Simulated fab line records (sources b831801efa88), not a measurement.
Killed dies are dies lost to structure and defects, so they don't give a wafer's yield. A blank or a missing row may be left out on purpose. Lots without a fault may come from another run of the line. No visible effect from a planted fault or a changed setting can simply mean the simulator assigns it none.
fab line records ; flow sfq_line
[record] lots = 5; wafers = 15; last_day = 82
route steps=325 shown M3@118
lots that met no fault: taken from a fault-free run of the same line
start_h: the number of hours between the record's first day and the start of the first shown wafer of the lot ; wait_h: time in hours since the lot's previous step ; " unchanged from the row above ; L1.1+2: a single row standing in for several wafers ; - either no value or no given start ; * or withheld: withheld ; < > ~ a bound
route shown NAME@n: NAME is a module with steps in the file, n the number in the route of the first one ; usual: mean and standard deviation over wafers with no fault ; same: alike in all rows ; chamber/n: place in a boat ; sites: the reading at each site ; _std_site: their standard deviation ; _edge_site: outer sites' mean less inner sites' ; radius_mm: for every site, how far away it sits from the centre of the wafer ; mask NAME#n: copy n ; behind: tool/chamber where the wafer was last shaped ; hold: the reason the lot was held/the length of the hold in hours/how it ended ; device: names the non-switching transistor (n, p or np) ; end of line: at the end of the route, the tests of the same wafers ; a step given without rows: its recipe and nothing more ; killed: not the wafer's yield, but the dies lost to structure and defects at the first sort ; map: dies across one wafer; x = killed, . = not, _ = none there
set.NAME: the run value of the setting; set.NAME@STEP: its run value at that earlier step ; model.NAME: the simulator's own value behind a step, which no gauge read
lots at selected steps of the route; one table per step, one row per wafer
services: when a tool's chamber went out of use (start_h, in hours from the record's first day, below 0 if earlier), for how many hours, and the reason
[[steps]]
[step SFQ_TRILAYER_M3_DEP_PRE_CLEAN_074]
[recipe] gas = Ar; time_s = 22.5; bias_v = 250
[step SFQ_TRILAYER_M3_DEP_SPUTTER_073]
[recipe] material = Nb; base_pressure_pa = 1.33e-06; chamber_pressure_pa = 0.1333; substrate_temp_c = 20; resputter_cathode_voltage_v = 400; target_thk_nm = 200; power_w = 2000; time_s = 133.3
[usual] resputter_cathode_voltage_v = 400/3.8; throttle_valve_pct = 29.7/1.3
[same] time_s = 133.3
lot.wafer;tool;chamber;start_h;wait_h;resputter_cathode_voltage_v;throttle_valve_pct
L481.1;pvd_sputter-04;-;739.45;0.0;401;31.2
L481.4;pvd_sputter-04;-;739.45;0.0;394;30.9
L481.5;pvd_sputter-04;-;739.45;0.0;396;31.4
L484.3;pvd_sputter-03;-;904.51;0.0;399;32.0
L484.4;pvd_sputter-03;-;904.51;0.0;398;30.4
L484.5;pvd_sputter-03;-;904.51;0.0;401;28.6
L496.3;pvd_sputter-04;-;1044.38;0.0;397;31.0
L496.4;pvd_sputter-04;-;1044.38;0.0;396;30.6
L496.6;pvd_sputter-04;-;1044.38;0.0;391;30.7
L498.2;pvd_sputter-06;-;1083.97;0.0;400;29.1
L498.3;pvd_sputter-06;-;1083.97;0.0;399;30.8
L498.5;pvd_sputter-06;-;1083.97;0.0;400;30.7
L501.1;pvd_sputter-03;-;1094.77;0.0;403;31.6
L501.3;pvd_sputter-03;-;1094.77;0.0;398;28.8
L501.5;pvd_sputter-03;-;1094.77;0.0;398;31.6
[step SFQ_M3_RS_MEAS_919]
[recipe] thk_meas_gauge = four-point-probe; reads = Nb_of_TRILAYER_M3_DEP_SPUTTER_073
[usual] M3_NB_RS = 0.888/0.011
lot.wafer;tool;chamber;start_h;wait_h;M3_NB_RS[ohm/sq]
L481.1;film_metro-04;-;739.54;0.0;0.890
L481.4;film_metro-04;-;739.54;0.0;0.891
L481.5;film_metro-04;-;739.54;0.0;0.885
L484.3;film_metro-04;-;904.64;0.1;0.898
L484.4;film_metro-04;-;904.64;0.1;0.883
L484.5;film_metro-04;-;904.64;0.1;0.883
L496.3;film_metro-02;-;1044.51;0.1;0.876
L496.4;film_metro-02;-;1044.51;0.1;0.889
L496.6;film_metro-02;-;1044.51;0.1;0.889
L498.2;film_metro-02;-;1084.08;0.1;0.897
L498.3;film_metro-02;-;1084.08;0.1;0.900
L498.5;film_metro-02;-;1084.08;0.1;0.893
L501.1;film_metro-04;-;1094.86;0.0;0.898
L501.3;film_metro-04;-;1094.86;0.0;0.886
L501.5;film_metro-04;-;1094.86;0.0;0.887
[step SFQ_TRILAYER_M3_LITHO_COAT_080]
[recipe] resist = BARC; spin_rpm = 3000; resist_thk_nm = 62
[step SFQ_TRILAYER_M3_LITHO_COAT_075]
[recipe] resist = KrF; spin_rpm = 3000; resist_thk_nm = 600
[step SFQ_TRILAYER_M3_LITHO_SOFTBAKE_079]
[recipe] temp_c = withheld; time_s = withheld; resist = KrF
[step SFQ_TRILAYER_M3_LITHO_EXPOSE_076]
[recipe] mask_id = M3; na = 0.6; source_shape = conventional; sigma_outer = 0.65; target_cd_nm = 500; dose_mj = 14.4
[step SFQ_TRILAYER_M3_LITHO_PEB_078]
[recipe] peb_temp_c = 115; peb_time_s = 60; resist = KrF
[step SFQ_TRILAYER_M3_LITHO_DEVELOP_077]
[recipe] time_s = 60; resist = KrF
[step SFQ_M3_OVL_MEAS_921]
[usual] M3_OVL = 2/5.6
lot.wafer;tool;chamber;start_h;wait_h;M3_OVL[nm]
L481.1;overlay-02;-;863.72;0.1;5
L481.4;overlay-02;-;863.72;0.1;2
L481.5;overlay-02;-;863.72;0.1;4
L484.3;overlay-01;-;907.04;0.1;7
L484.4;overlay-01;-;907.04;0.1;7
L484.5;overlay-01;-;907.04;0.1;4
L496.3;overlay-01;-;1047.84;0.1;-1
L496.4;overlay-01;-;1047.84;0.1;6
L496.6;overlay-01;-;1047.84;0.1;7
L498.2;overlay-01;-;1223.48;0.1;-2
L498.3;overlay-01;-;1223.48;0.1;-7
L498.5;overlay-01;-;1223.48;0.1;-2
L501.1;overlay-01;-;1233.08;0.1;2
L501.3;overlay-01;-;1233.08;0.1;0
L501.5;overlay-01;-;1233.08;0.1;9
[step SFQ_TRILAYER_M3_BARC_OPEN_METAL_ETCH_100]
[recipe] mask_material = PR; chemistry = O2; target_depth_nm = 125; target = BARC; icp_w = 600; bias_w = 80; pressure_mtorr = 10; time_s = 41.7
[usual] drypump_motor_current_A = 5.58/0.28; oes_product_au = 0.685/0.0043; run_length_s = 70.2/0.45
[same] time_s = 41.7
lot.wafer;tool;chamber;start_h;wait_h;drypump_motor_current_A;oes_product_au;rf_hours_counter_h;run_length_s
L481.1;rie_metal-03;0;863.75;0.0;5.02;0.686;95;70.5
L481.4;rie_metal-03;1;863.75;0.0;5.68;0.681;-;69.7
L481.5;rie_metal-03;1;863.75;0.0;5.67;0.676;-;69.6
L484.3;rie_metal-02;0;907.09;0.0;5.64;0.687;-;70.4
L484.4;rie_metal-02;1;907.09;0.0;5.89;0.684;-;70.1
L484.5;rie_metal-02;0;907.09;0.0;5.64;0.686;-;70.6
L496.3;rie_metal-02;1;1047.88;0.0;5.87;0.676;-;70.6
L496.4;rie_metal-02;0;1047.88;0.0;5.63;0.684;-;70.6
L496.6;rie_metal-02;0;1047.88;0.0;5.66;0.682;-;70.5
L498.2;rie_metal-02;0;1223.51;0.0;5.65;0.682;11;70.4
L498.3;rie_metal-02;1;1223.51;0.0;5.88;0.691;-;70.3
L498.5;rie_metal-02;0;1223.51;0.0;5.62;0.683;-;70.7
L501.1;rie_metal-02;1;1233.11;0.0;5.89;0.690;29;70.1
L501.3;rie_metal-02;1;1233.11;0.0;5.88;0.688;-;70.3
L501.5;rie_metal-02;0;1233.11;0.0;5.63;0.688;-;71.0
[step SFQ_TRILAYER_M3_ETCH_METAL_ETCH_078]
[recipe] target = Nb; stop_on = SiO2; mask_material = PR; chemistry = Cl2/Ar; target_depth_nm = 240; icp_w = 600; bias_w = 80; pressure_mtorr = 10; time_s = 120
[usual] drypump_motor_current_A = 5.58/0.29; oes_product_au = 0.895/0.0078; run_length_s = 148.5/0.42
lot.wafer;tool;chamber;start_h;wait_h;drypump_motor_current_A;oes_product_au;rf_hours_counter_h;run_length_s;model.KrF_of_TRILAYER_M3_LITHO_COAT_075.thk_nm;model.M3.feature_depth_nm;model.SiO2_of_TRILAYER_I2_DEP_PECVD_063.thk_nm
L481.1;rie_metal-03;0;863.81;0.0;5.02;0.896;95;148.6;378.5;199.7;192.1
L481.4;rie_metal-03;1;863.81;0.0;5.67;0.888;-;147.9;382.4;199.4;190.8
L481.5;rie_metal-03;1;863.81;0.0;5.68;0.891;-;147.7;384.9;200.6;191.2
L484.3;rie_metal-02;0;907.17;0.1;5.65;0.888;-;148.6;383.8;197.9;190
L484.4;rie_metal-02;1;907.17;0.1;5.90;0.888;-;148.4;386.2;201.1;191.3
L484.5;rie_metal-02;0;907.17;0.1;5.64;0.809;-;174.3;353.8;207;185.7
L496.3;rie_metal-02;1;1047.96;0.1;5.91;0.898;-;148.5;382.1;203.1;192.2
L496.4;rie_metal-02;0;1047.96;0.1;5.64;0.896;-;149.1;384.6;200.3;191.2
L496.6;rie_metal-02;0;1047.96;0.1;5.65;0.896;-;148.7;386.6;200.5;191.1
L498.2;rie_metal-02;0;1223.57;0.0;5.66;0.883;11;148.6;382;198.7;192.3
L498.3;rie_metal-02;1;1223.57;0.0;5.90;0.885;-;149.1;385.6;197.7;191.8
L498.5;rie_metal-02;0;1223.57;0.0;5.64;0.896;-;149.0;382.6;199.8;194
L501.1;rie_metal-02;1;1233.17;0.0;5.89;0.890;29;148.3;383.8;198.2;190.8
L501.3;rie_metal-02;1;1233.17;0.0;5.87;0.898;-;148.3;385.5;200.8;192.9
L501.5;rie_metal-02;0;1233.17;0.0;5.65;0.897;-;149.3;382;200.3;190.9
[step SFQ_TRILAYER_M3_STRIP_STRIP_079]
[recipe] gas = O2; power_w = 200; platen_temp_c = 40; overash_fraction = 0.65; chemistry = O2; pressure_mtorr = 50
[usual] drypump_motor_current_A = 5.58/0.29; oes_product_au = 0.996/0.011
lot.wafer;tool;chamber;start_h;wait_h;drypump_motor_current_A;oes_product_au;rf_hours_counter_h
L481.1;rie_metal-03;0;863.94;0.1;5.00;1.013;95
L481.4;rie_metal-03;1;863.94;0.1;5.66;0.988;-
L481.5;rie_metal-03;1;863.94;0.1;5.66;0.985;-
L484.3;rie_metal-02;0;907.45;0.2;5.63;0.998;-
L484.4;rie_metal-02;1;907.45;0.2;5.90;0.979;-
L484.5;rie_metal-02;0;907.45;0.2;5.64;0.996;-
L496.3;rie_metal-02;1;1048.24;0.2;5.90;0.996;-
L496.4;rie_metal-02;0;1048.24;0.2;5.64;0.986;-
L496.6;rie_metal-02;0;1048.24;0.2;5.63;0.986;-
L498.2;rie_metal-02;0;1223.70;0.1;5.64;0.997;11
L498.3;rie_metal-02;1;1223.70;0.1;5.89;0.991;-
L498.5;rie_metal-02;0;1223.70;0.1;5.65;0.994;-
L501.1;rie_metal-02;1;1233.30;0.1;5.90;0.982;30
L501.3;rie_metal-02;1;1233.30;0.1;5.87;0.986;-
L501.5;rie_metal-02;0;1233.30;0.1;5.63;0.990;-
[[services]]
tool;chamber;start_h;hours;kind
pvd_sputter-06;-;761.83;3.0;repair
pvd_sputter-06;-;767.03;3.4;repair
rie_metal-03;-;771.94;0.1;repair
pvd_sputter-03;-;783.40;4.9;repair
pvd_sputter-06;-;809.79;4.2;repair
pvd_sputter-03;-;829.09;6.3;repair
rie_metal-03;-;837.71;2.8;pm
pvd_sputter-03;-;842.76;3.8;repair
pvd_sputter-03;-;857.45;4.9;repair
pvd_sputter-06;-;869.02;2.0;repair
rie_metal-02;0;928.80;2.4;repair
rie_metal-03;-;936.65;15.6;pm
rie_metal-02;1;992.11;-;clean
rie_metal-02;1;992.11;17.0;scheduled_down
rie_metal-02;1;992.11;17.0;vent_cycle
pvd_sputter-03;-;1044.17;14.6;repair
pvd_sputter-06;-;1053.10;12.0;repair
pvd_sputter-03;-;1134.39;0.9;repair
rie_metal-02;0;1141.07;-;clean
rie_metal-02;0;1141.07;-;consumable_replace:focus_ring
rie_metal-02;0;1141.07;16.7;scheduled_down
rie_metal-02;0;1141.07;16.7;vent_cycle
rie_metal-02;1;1166.96;2.4;repair
pvd_sputter-06;-;1175.99;0.8;repair
[[key]]
[first_sign] step = SFQ_TRILAYER_M3_ETCH_METAL_ETCH_078; reading = run_length_s; direction = up; sigmas = 61; usual = *; struck = *
[effect] step = SFQ_TRILAYER_M3_ETCH_METAL_ETCH_078; reading = oes_product_au; direction = down; sigmas = 11; usual = 0.895; struck = 0.809
[model_effect] step = SFQ_TRILAYER_M3_ETCH_METAL_ETCH_078; value = KrF_of_TRILAYER_M3_LITHO_COAT_075.thk_nm; without = 383.5; struck = 353.8
met_at SFQ_TRILAYER_M3_ETCH_METAL_ETCH_078
struck_wafers L484.5
[fault] kind = process_parameter_drift; tool = rie_metal-02; chamber = -; onset_h = 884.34; steps = SFQ_TRILAYER_M3_ETCH_METAL_ETCH_078; channel = time_s; offset = *; shape = step; end_h = 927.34; scope = struck_wafers_only; acts_in = *; stated = *
